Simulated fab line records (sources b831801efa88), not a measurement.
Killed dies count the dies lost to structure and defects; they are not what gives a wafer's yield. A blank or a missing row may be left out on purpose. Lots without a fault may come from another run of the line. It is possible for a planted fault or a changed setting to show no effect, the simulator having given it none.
fab line records | flow gf180mcu
[record] lots = 14 | wafers = 42 | last-day = 33
route steps=602 shown STI@3 MVSD@68 VT_IMPLANT@108 NWELL@137
lots that met no fault: from a run of the same line without faults
start-h: start of the lot's first displayed wafer, in hours after the record's first day | wait-h: hours since the lot's step before | " unchanged from the row above | L1.1+2: a row that stands for several wafers | - value missing, or start not given | * or withheld: withheld | < > ~ a bound
route shown NAME@n: names a module that has steps shown in the file, with the first one's number in the route | usual: average and standard deviation across the fault-free wafers | same: alike in all rows | chamber/n: place in a boat | sites: each site's reading | _std_site: how widely they spread, as a standard deviation | _edge_site: inner sites' mean taken away from outer sites' mean | radius-mm: how far each site lies from the wafer's centre | mask NAME#n: copy n | behind: the most recent tool/chamber to have shaped the wafer | hold: the reason the lot was held/the length of the hold in hours/how it ended | device: names the non-switching transistor (n, p or np) | end of line: tests of these same wafers at the route's end | a step without rows: its recipe alone | killed: at the first sort, the dies lost to defects and structure; wafer yield is something else | map: dies across one wafer; x = killed, . = not, _ = none there
set.NAME: the setting as run; set.NAME@STEP: as run at that earlier step | model.NAME: the simulator's own value behind a step, which no gauge read
a sample of lots followed through the steps of the route, with each step as a table and each wafer as a row
services: the hour from which a tool's chamber was out of use, counted from the record's first day as start-h (under 0 if before that day), plus the number of hours and why
[[steps]]
[step GF_STI_THK_MEAS_02]
[recipe] reads = SiO2_of_STI_OXIDATION_01
[usual] STI_OXIDATION_THK = 10.00/0.22
lot.wafer | tool          | chamber | start-h | wait-h | STI_OXIDATION_THK[nm]
L604.1    | film-metro-02 | -       | 11.51   | 0.0    | 10.29
L604.3    | "             | -       | "       | "      | 10.15
L604.5    | "             | -       | "       | "      | 10.29
L605.2    | film-metro-02 | -       | 16.52   | 0.0    | 10.20
L605.3    | "             | -       | "       | "      | 10.07
L605.5    | "             | -       | "       | "      | 10.13
L606.3    | film-metro-03 | -       | 21.53   | 0.0    | 10.13
L606.5    | "             | -       | "       | "      | 10.05
L606.6    | "             | -       | "       | "      | 10.10
L607.3    | film-metro-04 | -       | 26.53   | 0.0    | 10.26
L607.4    | "             | -       | "       | "      | 9.92
L607.6    | "             | -       | "       | "      | 10.17
L608.1    | film-metro-02 | -       | 33.05   | 0.0    | 9.83
L608.2    | "             | -       | "       | "      | 9.80
L608.4    | "             | -       | "       | "      | 9.86
L610.3    | film-metro-04 | -       | 41.54   | 0.0    | 10.30
L610.4    | "             | -       | "       | "      | 10.25
L610.5    | "             | -       | "       | "      | 10.35
L611.1    | film-metro-04 | -       | 47.96   | 0.0    | 10.08
L611.3    | "             | -       | "       | "      | 10.10
L611.6    | "             | -       | "       | "      | 10.14
L612.3    | film-metro-02 | -       | 53.50   | 0.0    | 9.89
L612.5    | "             | -       | "       | "      | 9.94
L612.6    | "             | -       | "       | "      | 9.82
L613.1    | film-metro-02 | -       | 58.28   | 0.0    | 10.16
L613.3    | "             | -       | "       | "      | 10.32
L613.6    | "             | -       | "       | "      | 10.04
L618.3    | film-metro-03 | -       | 87.59   | 0.0    | 9.80
L618.4    | "             | -       | "       | "      | 9.56
L618.5    | "             | -       | "       | "      | 9.87
L619.3    | film-metro-02 | -       | 87.59   | 0.0    | 9.77
L619.4    | "             | -       | "       | "      | 9.89
L619.6    | "             | -       | "       | "      | 9.78
L620.4    | film-metro-02 | -       | 94.19   | 0.0    | 9.96
L620.5    | "             | -       | "       | "      | 9.73
L620.6    | "             | -       | "       | "      | 9.84
L622.3    | film-metro-03 | -       | 103.69  | 0.0    | 9.97
L622.5    | "             | -       | "       | "      | 10.23
L622.6    | "             | -       | "       | "      | 10.22
L623.1    | film-metro-03 | -       | 107.31  | 0.0    | 10.11
L623.2    | "             | -       | "       | "      | 9.81
L623.4    | "             | -       | "       | "      | 10.08
[step GF_MVSD_COAT_02]
[recipe] spin-rpm = 2000 | resist-thk-nm = 3000
[usual] dispense-pressure-kPa = 49.2/2.5
lot.wafer | tool           | chamber | start-h | wait-h | dispense-pressure-kPa
L604.1    | litho-track-01 | 0       | 75.28   | 0.1    | 47.0
L604.3    | "              | 0       | "       | "      | 47.0
L604.5    | "              | 0       | "       | "      | 47.0
L605.2    | litho-track-02 | 0       | 81.45   | 0.1    | 48.9
L605.3    | "              | 0       | "       | "      | 48.9
L605.5    | "              | 0       | "       | "      | 48.8
L606.3    | litho-track-02 | 0       | 85.07   | 0.1    | 48.9
L606.5    | "              | 0       | "       | "      | 48.9
L606.6    | "              | 0       | "       | "      | 48.9
L607.3    | litho-track-02 | 0       | 91.82   | 0.1    | 48.9
L607.4    | "              | 0       | "       | "      | 48.9
L607.6    | "              | 0       | "       | "      | 49.0
L608.1    | litho-track-01 | 0       | 99.38   | 0.1    | 47.0
L608.2    | "              | 0       | "       | "      | 47.0
L608.4    | "              | 0       | "       | "      | 47.0
L610.3    | litho-track-02 | 0       | 107.92  | 0.1    | 48.9
L610.4    | "              | 0       | "       | "      | 48.9
L610.5    | "              | 0       | "       | "      | 48.9
L611.1    | litho-track-02 | 0       | 117.32  | 0.1    | 48.9
L611.3    | "              | 0       | "       | "      | 48.9
L611.6    | "              | 0       | "       | "      | 48.9
L612.3    | litho-track-01 | 0       | 126.33  | 0.1    | 47.0
L612.5    | "              | 0       | "       | "      | 47.0
L612.6    | "              | 0       | "       | "      | 47.0
L613.1    | litho-track-02 | 0       | 138.47  | 0.1    | 48.9
L613.3    | "              | 0       | "       | "      | 48.8
L613.6    | "              | 0       | "       | "      | 48.9
L619.3    | litho-track-01 | 0       | 159.18  | 0.1    | 47.0
L619.4    | "              | 0       | "       | "      | 47.0
L619.6    | "              | 0       | "       | "      | 47.1
L618.3    | litho-track-01 | 0       | 160.13  | 0.1    | 47.0
L618.4    | "              | 0       | "       | "      | 47.0
L618.5    | "              | 0       | "       | "      | 47.0
L620.4    | litho-track-03 | 0       | 168.05  | 0.1    | 53.3
L620.5    | "              | 0       | "       | "      | 53.3
L620.6    | "              | 0       | "       | "      | 53.3
L622.3    | litho-track-01 | 0       | 179.63  | 0.1    | 47.0
L622.5    | "              | 0       | "       | "      | 47.0
L622.6    | "              | 0       | "       | "      | 47.0
L623.1    | litho-track-03 | 0       | 192.67  | 0.1    | 53.3
L623.2    | "              | 0       | "       | "      | 53.3
L623.4    | "              | 0       | "       | "      | 53.3
[step GF_MVSD_STRIP_10]
[recipe] chemistry = O2/N2 | power-w = 1400 | pressure-mtorr = 1500 | platen-temp-c = 250 | o2-flow-sccm = 3000 | n2-flow-sccm = 300 | overash-fraction = 0.5
[usual] drypump-motor-current-A = 6.0/0.39 | heater-power-w = 359/23 | oes-product-au = 0.723/0.0045 | strip-time-to-endpoint-s = 36.97/0.11
[same] overash-fraction = 0.5
lot.wafer | tool            | chamber | start-h | wait-h | drypump-motor-current-A | heater-power-w | oes-product-au | rf-hours-counter-h | strip-time-to-endpoint-s
L604.1    | plasma-asher-01 | 0       | 82.46   | 0.1    | 6.5                     | 371            | 0.729          | 37                 | 37.13
L604.3    | "               | 1       | "       | "      | 5.6                     | 376            | 0.713          | -                  | 37.12
L604.5    | "               | 0       | "       | "      | 6.5                     | 380            | 0.725          | -                  | 36.97
L605.2    | plasma-asher-03 | 0       | 88.32   | 0.1    | 6.2                     | 310            | 0.724          | 31                 | 36.89
L605.3    | "               | 0       | "       | "      | 6.2                     | 315            | 0.720          | -                  | 36.88
L605.5    | "               | 1       | "       | "      | 6.2                     | 346            | 0.726          | -                  | 36.91
L606.3    | plasma-asher-03 | 1       | 92.70   | 0.1    | 6.2                     | 342            | 0.722          | -                  | 37.03
L606.5    | "               | 0       | "       | "      | 6.2                     | 320            | 0.724          | -                  | 37.05
L606.6    | "               | 1       | "       | "      | 6.2                     | 341            | 0.714          | -                  | 37.08
L607.3    | plasma-asher-01 | 0       | 98.80   | 0.1    | 6.4                     | 386            | 0.723          | -                  | 36.87
L607.4    | "               | 1       | "       | "      | 5.7                     | 377            | 0.717          | -                  | 36.87
L607.6    | "               | 0       | "       | "      | 6.5                     | 383            | 0.723          | -                  | 36.84
L608.1    | plasma-asher-02 | 1       | 107.06  | 0.1    | 6.1                     | 338            | 0.732          | 45                 | 37.02
L608.2    | "               | 0       | "       | "      | 5.2                     | 353            | 0.724          | 45                 | 37.01
L608.4    | "               | 1       | "       | "      | 6.1                     | 340            | 0.718          | -                  | 37.02
L610.3    | plasma-asher-01 | 0       | 115.40  | 0.1    | 6.5                     | 384            | 0.725          | -                  | 36.86
L610.4    | "               | 1       | "       | "      | 5.6                     | 366            | 0.719          | -                  | 36.90
L610.5    | "               | 1       | "       | "      | 5.7                     | 370            | 0.724          | -                  | 36.96
L611.1    | plasma-asher-01 | 0       | 124.96  | 0.1    | 6.5                     | 379            | 0.731          | 42                 | 36.95
L611.3    | "               | 1       | "       | "      | 5.6                     | 374            | 0.725          | -                  | 36.96
L611.6    | "               | 1       | "       | "      | 5.6                     | 373            | 0.725          | -                  | 36.89
L612.3    | plasma-asher-03 | 1       | 134.14  | 0.1    | 6.2                     | 338            | 0.724          | -                  | 37.01
L612.5    | "               | 0       | "       | "      | 6.2                     | 310            | 0.723          | -                  | 37.08
L612.6    | "               | 1       | "       | "      | 6.2                     | 337            | 0.727          | -                  | 37.20
L613.1    | plasma-asher-01 | 0       | 146.71  | 0.1    | 6.5                     | 393            | 0.731          | 44                 | 37.03
L613.3    | "               | 1       | "       | "      | 5.7                     | 370            | 0.720          | -                  | 37.02
L613.6    | "               | 1       | "       | "      | 5.7                     | 365            | 0.725          | -                  | 36.95
L619.3    | plasma-asher-03 | 1       | 167.45  | 0.1    | 6.2                     | 339            | 0.731          | -                  | 36.80
L619.4    | "               | 0       | "       | "      | 6.2                     | 316            | 0.726          | -                  | 37.02
L619.6    | "               | 0       | "       | "      | 6.2                     | 315            | 0.727          | -                  | 36.91
L618.3    | plasma-asher-01 | 0       | 168.04  | 0.1    | 6.4                     | 373            | 0.718          | -                  | 17.62
L618.4    | "               | 1       | "       | "      | 5.6                     | 379            | 0.715          | -                  | 17.62
L618.5    | "               | 1       | "       | "      | 5.6                     | 366            | 0.713          | -                  | 17.63
L620.4    | plasma-asher-01 | 0       | 177.49  | 0.1    | 6.5                     | 380            | 0.719          | -                  | 36.95
L620.5    | "               | 0       | "       | "      | 6.4                     | 381            | 0.720          | -                  | 37.00
L620.6    | "               | 1       | "       | "      | 5.7                     | 368            | 0.722          | -                  | 36.86
L622.3    | plasma-asher-03 | 1       | 188.39  | 0.1    | 6.2                     | 344            | 0.725          | -                  | 17.63
L622.5    | "               | 1       | "       | "      | 6.2                     | 352            | 0.712          | -                  | 17.66
L622.6    | "               | 0       | "       | "      | 6.2                     | 318            | 0.712          | -                  | 17.65
L623.1    | plasma-asher-03 | 1       | 201.66  | 0.1    | 6.2                     | 344            | 0.727          | 43                 | 36.96
L623.2    | "               | 0       | "       | "      | 6.2                     | 311            | 0.727          | 43                 | 36.87
L623.4    | "               | 1       | "       | "      | 6.2                     | 354            | 0.723          | -                  | 36.96
[step GF_VT_IMPLANT_OVL_MEAS_18]
[usual] VT_IMPLANT_01_OVL = 0.8/1.5
lot.wafer | tool       | chamber | start-h | wait-h | VT_IMPLANT_01_OVL[nm]
L604.1    | overlay-01 | -       | 124.27  | 0.1    | 1.1
L604.3    | "          | -       | "       | "      | 1.3
L604.5    | "          | -       | "       | "      | 1.8
L605.2    | overlay-01 | -       | 130.03  | 0.1    | 1.8
L605.3    | "          | -       | "       | "      | 2.7
L605.5    | "          | -       | "       | "      | 0.8
L606.3    | overlay-01 | -       | 134.19  | 0.1    | 1.5
L606.5    | "          | -       | "       | "      | 0.2
L606.6    | "          | -       | "       | "      | 0.4
L607.3    | overlay-01 | -       | 141.69  | 0.1    | 0.6
L607.4    | "          | -       | "       | "      | 2.0
L607.6    | "          | -       | "       | "      | 1.5
L608.1    | overlay-01 | -       | 150.20  | 0.1    | 2.8
L608.2    | "          | -       | "       | "      | 2.7
L608.4    | "          | -       | "       | "      | 2.3
L610.3    | overlay-01 | -       | 161.13  | 0.1    | 0.8
L610.4    | "          | -       | "       | "      | -0.9
L610.5    | "          | -       | "       | "      | 0.6
L611.1    | overlay-02 | -       | 169.57  | 0.1    | -0.7
L611.3    | "          | -       | "       | "      | -1.2
L611.6    | "          | -       | "       | "      | -2.0
L612.3    | overlay-01 | -       | 182.21  | 0.1    | 2.3
L612.5    | "          | -       | "       | "      | 2.4
L612.6    | "          | -       | "       | "      | 2.1
L613.1    | overlay-01 | -       | 195.87  | 0.1    | -1.7
L613.3    | "          | -       | "       | "      | -0.8
L613.6    | "          | -       | "       | "      | -1.1
L619.3    | overlay-02 | -       | 218.34  | 0.1    | 2.1
L619.4    | "          | -       | "       | "      | 2.9
L619.6    | "          | -       | "       | "      | 1.2
L618.3    | overlay-01 | -       | 218.96  | 0.1    | 0.3
L618.4    | "          | -       | "       | "      | -1.3
L618.5    | "          | -       | "       | "      | -1.7
L620.4    | overlay-02 | -       | 228.42  | 0.1    | 1.6
L620.5    | "          | -       | "       | "      | 1.6
L620.6    | "          | -       | "       | "      | 0.5
L622.3    | overlay-01 | -       | 240.53  | 0.1    | -0.2
L622.5    | "          | -       | "       | "      | -1.1
L622.6    | "          | -       | "       | "      | -1.2
L623.1    | overlay-01 | -       | 256.32  | 0.1    | 1.8
L623.2    | "          | -       | "       | "      | 2.9
L623.4    | "          | -       | "       | "      | 3.0
[step GF_VT_IMPLANT_RS_MEAS_47]
[recipe] thk-meas-gauge = four-point-probe
[usual] NWELL_RS = 487.6/1.1
lot.wafer | tool          | chamber | start-h | wait-h | NWELL_RS[ohm/sq]
L604.1    | film-metro-02 | -       | 154.35  | 0.1    | 486.9
L604.3    | "             | -       | "       | "      | 487.0
L604.5    | "             | -       | "       | "      | 487.7
L605.2    | film-metro-02 | -       | 161.39  | 0.1    | 486.8
L605.3    | "             | -       | "       | "      | 486.6
L605.5    | "             | -       | "       | "      | 487.3
L606.3    | film-metro-04 | -       | 166.21  | 0.1    | 486.8
L606.5    | "             | -       | "       | "      | 488.1
L606.6    | "             | -       | "       | "      | 486.7
L607.3    | film-metro-01 | -       | 174.62  | 0.1    | 486.7
L607.4    | "             | -       | "       | "      | 486.9
L607.6    | "             | -       | "       | "      | 486.7
L608.1    | film-metro-01 | -       | 183.47  | 0.1    | 487.9
L608.2    | "             | -       | "       | "      | 488.2
L608.4    | "             | -       | "       | "      | 487.5
L610.3    | film-metro-02 | -       | 195.28  | 0.1    | 486.8
L610.4    | "             | -       | "       | "      | 487.4
L610.5    | "             | -       | "       | "      | 488.3
L611.1    | film-metro-02 | -       | 203.79  | 0.1    | 488.9
L611.3    | "             | -       | "       | "      | 488.3
L611.6    | "             | -       | "       | "      | 489.3
L612.3    | film-metro-04 | -       | 217.52  | 0.1    | 488.1
L612.5    | "             | -       | "       | "      | 487.6
L612.6    | "             | -       | "       | "      | 488.4
L613.1    | film-metro-04 | -       | 230.83  | 0.1    | 487.8
L613.3    | "             | -       | "       | "      | 487.7
L613.6    | "             | -       | "       | "      | 487.8
L619.3    | film-metro-02 | -       | 255.13  | 0.1    | 488.2
L619.4    | "             | -       | "       | "      | 488.8
L619.6    | "             | -       | "       | "      | 488.4
L618.3    | film-metro-01 | -       | 256.87  | 0.1    | 486.3
L618.4    | "             | -       | "       | "      | 487.6
L618.5    | "             | -       | "       | "      | 487.0
L620.4    | film-metro-02 | -       | 264.83  | 0.1    | 486.3
L620.5    | "             | -       | "       | "      | 487.0
L620.6    | "             | -       | "       | "      | 487.5
L622.3    | film-metro-02 | -       | 278.86  | 0.1    | 485.5
L622.5    | "             | -       | "       | "      | 485.6
L622.6    | "             | -       | "       | "      | 487.3
L623.1    | film-metro-01 | -       | 295.99  | 0.1    | 488.4
L623.2    | "             | -       | "       | "      | 488.7
L623.4    | "             | -       | "       | "      | 488.6
[[services]]
tool            | chamber | start-h | hours | kind
plasma-asher-03 | -       | 73.25   | 14.6  | pm
plasma-asher-02 | -       | 108.75  | 9.0   | pm
plasma-asher-02 | 0       | 108.75  | 9.0   | vent-cycle
plasma-asher-02 | 1       | 108.75  | 9.0   | vent-cycle
plasma-asher-03 | -       | 110.46  | 1.0   | repair
plasma-asher-02 | 0       | 117.75  | -     | clean
plasma-asher-02 | 1       | 117.75  | -     | clean
plasma-asher-01 | -       | 181.17  | 1.0   | repair
[[key]]
[first-sign] step = GF_MVSD_STRIP_10 | reading = strip-time-to-endpoint-s | direction = down | sigmas = 99+ | usual = * | struck = *
effect none on later readings
met-at GF_MVSD_COAT_02
struck-lots L618,L622
sort-left-out L618.3,L618.4,L618.5,L622.3,L622.5,L622.6
tester-left-out L618,L622
not-acting-at GF_STI_THK_MEAS_02,GF_VT_IMPLANT_OVL_MEAS_18,GF_VT_IMPLANT_RS_MEAS_47
onset-between 159.18 160.13
[fault] kind = process-parameter-drift | tool = litho-track-01 | chamber = - | onset-h = 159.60 | steps = GF_MVSD_COAT_02 | channel = resist-thk-nm | offset = * | shape = step | end-h = 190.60 | acts-in = * | stated = *
// tester-left-out: of these lots the tester's yield and bins aren't shown, on N5 and GAA mostly nor the transistor test; their killed dies are dies lost to structure and defects alone, not to doping, threshold or leakage, so they don't give the yield
// sort-left-out: the simulated sort isn't trusted on such a fault, so these wafers' sort isn't shown, and their yield isn't known
